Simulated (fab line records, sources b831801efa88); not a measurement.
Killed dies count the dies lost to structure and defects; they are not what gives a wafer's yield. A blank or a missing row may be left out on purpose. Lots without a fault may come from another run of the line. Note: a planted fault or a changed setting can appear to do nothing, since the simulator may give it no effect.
Which tool is to blame?    flow gf180mcu    13 lots with 39 wafers sampled at 5 steps, on a route of 602 steps

WHAT THE GAUGES SHOWED, per wafer
GF_V4_OVL_MEAS_15.
lot   measured      on          V4_OVL (nm)
L939  day 24 12:04  overlay-02  8 3 -3
L940  day 25 01:48  overlay-02  -2 2 3
L941  day 25 05:46  overlay-01  4 6 6
L942  day 25 12:16  overlay-01  4 9 2
L943  day 25 18:45  overlay-01  2 0 -3
L944  day 26 08:25  overlay-01  -3 -7 -6
L952  day 28 14:55  overlay-02  2 1 3
L954  day 29 09:14  overlay-02  1 3 3
L955  day 29 14:32  overlay-02  -2 1 2
L956  day 29 20:28  overlay-02  13 12 13
L957  day 30 05:34  overlay-01  12 8 8
L959  day 30 15:46  overlay-02  10 8 8
L962  day 31 08:13  overlay-02  0 3 3

GF_MIM_THK_MEAS_06.
lot   measured      on             MIM_CVD_05_THK (nm)
L939  day 24 13:43  film metro-01  41.4 41.3 42.5
L940  day 25 03:27  film metro-04  41.5 42.2 41.7
L941  day 25 07:25  film metro-04  41.5 41.8 41.9
L942  day 25 13:55  film metro-04  42.0 42.0 42.1
L943  day 25 20:24  film metro-01  41.8 42.4 42.6
L944  day 26 10:11  film metro-02  42.3 43.4 42.4
L952  day 28 16:58  film metro-02  42.1 41.5 44.2
L954  day 29 10:53  film metro-01  42.1 44.0 42.3
L955  day 29 16:16  film metro-04  42.6 42.7 42.5
L956  day 29 22:07  film metro-02  40.8 41.7 42.2
L957  day 30 07:18  film metro-01  41.4 42.3 41.8
L959  day 30 17:46  film metro-02  42.3 42.8 42.7
L962  day 31 09:55  film metro-01  40.7 41.2 41.5

TOOL THAT RAN EACH LOT (tool first, then ch and the chambers of the sampled wafers, then the start)
lot   GF_V4_SPUTTER_21              GF_V4_SPUTTER_22              GF_MIM_CVD_05
L939  pvd sputter-04, day 24 12:46  pvd sputter-04, day 24 12:49  pecvd-03 ch 0,1, day 24 13:41
L940  pvd sputter-01, day 25 02:29  pvd sputter-01, day 25 02:32  pecvd-02 ch 0,2, day 25 03:24
L941  pvd sputter-01, day 25 06:28  pvd sputter-01, day 25 06:31  pecvd-01 ch 0,1,2, day 25 07:23
L942  pvd sputter-04, day 25 12:58  pvd sputter-04, day 25 13:01  pecvd-03 ch 0,1,2, day 25 13:53
L943  pvd sputter-03, day 25 19:26  pvd sputter-03, day 25 19:29  pecvd-02 ch 1,2, day 25 20:21
L944  pvd sputter-03, day 26 09:07  pvd sputter-03, day 26 09:10  pecvd-02 ch 0,1,2, day 26 10:08
L952  pvd sputter-04, day 28 16:01  pvd sputter-04, day 28 16:05  pecvd-01 ch 0,1,2, day 28 16:56
L954  pvd sputter-04, day 29 09:55  pvd sputter-04, day 29 09:58  pecvd-01 ch 0,2, day 29 10:49
L955  pvd sputter-03, day 29 15:19  pvd sputter-03, day 29 15:22  pecvd-02 ch 0,2, day 29 16:13
L956  pvd sputter-04, day 29 21:10  pvd sputter-04, day 29 21:14  pecvd-03 ch 0,1, day 29 22:05
L957  pvd sputter-01, day 30 06:20  pvd sputter-01, day 30 06:23  pecvd-02 ch 0,2, day 30 07:14
L959  pvd sputter-03, day 30 16:33  pvd sputter-03, day 30 16:37  pecvd-02 ch 2, day 30 17:40
L962  pvd sputter-04, day 31 08:57  pvd sputter-04, day 31 09:01  pecvd-03 ch 0,1,2, day 31 09:52
- GF_V4_SPUTTER_21: material Ti, target thk 15 nm, time 80.02 s.
- GF_V4_SPUTTER_22: material TiN, target thk 10 nm, time 40 s.
- GF_MIM_CVD_05: deposits Si3N4, target thk 42 nm, time 29.086 s.

AS READ BY THE TOOLS THEMSELVES (means over the sampled wafers that have a number; for cases with no such wafer, the mark the record gives instead)
GF_V4_SPUTTER_21.
lot   tool            throttle valve pct (%)
L939  pvd sputter-04  29.7
L940  pvd sputter-01  28.9
L941  pvd sputter-01  29.0
L942  pvd sputter-04  30.3
L943  pvd sputter-03  30.5
L944  pvd sputter-03  29.3
L952  pvd sputter-04  29.8
L954  pvd sputter-04  29.5
L955  pvd sputter-03  29.9
L956  pvd sputter-04  30.0
L957  pvd sputter-01  28.2
L959  pvd sputter-03  30.8
L962  pvd sputter-04  30.1

GF_V4_SPUTTER_22.
lot   tool            throttle valve pct (%)
L939  pvd sputter-04  29.8
L940  pvd sputter-01  29.0
L941  pvd sputter-01  29.0
L942  pvd sputter-04  30.2
L943  pvd sputter-03  30.5
L944  pvd sputter-03  29.2
L952  pvd sputter-04  29.7
L954  pvd sputter-04  29.8
L955  pvd sputter-03  29.9
L956  pvd sputter-04  30.1
L957  pvd sputter-01  28.3
L959  pvd sputter-03  30.8
L962  pvd sputter-04  30.2

GF_MIM_CVD_05.
lot   tool      heater power w (W)
L939  pecvd-03  635
L940  pecvd-02  705
L941  pecvd-01  705
L942  pecvd-03  584
L943  pecvd-02  653
L944  pecvd-02  724
L952  pecvd-01  733
L954  pecvd-01  718
L955  pecvd-02  700
L956  pecvd-03  587
L957  pecvd-02  650
L959  pecvd-02  676
L962  pecvd-03  652

THE ANSWER, worked out from the rows above alone
Rule: usual is defined by the lots themselves. The widest of any qualifying gaps counts: lots, ordered by their means at a reading, are off when they make up no more than a third of the lots, leave a main group of 4 or more, and stand apart from it by 3 or more times the standard deviation of that group's means. If all means in a main group match to the digits the tables above print for the reading, that group is not used. Also off: a lot with no number at a reading for which 4 or more lots have one. All remaining lots with rows at the step are treated as sound. First the gauges in route order, then the tools' own readings, where a lot's mean is used as printed above. The first step at which some lot is off is used, and at that step the reading that is off furthest; a lot without a number counts as furthest.
Across all readings shown, no lot is off: no conclusion can be drawn from this.

WHAT WAS PUT IN BY THE SIMULATOR
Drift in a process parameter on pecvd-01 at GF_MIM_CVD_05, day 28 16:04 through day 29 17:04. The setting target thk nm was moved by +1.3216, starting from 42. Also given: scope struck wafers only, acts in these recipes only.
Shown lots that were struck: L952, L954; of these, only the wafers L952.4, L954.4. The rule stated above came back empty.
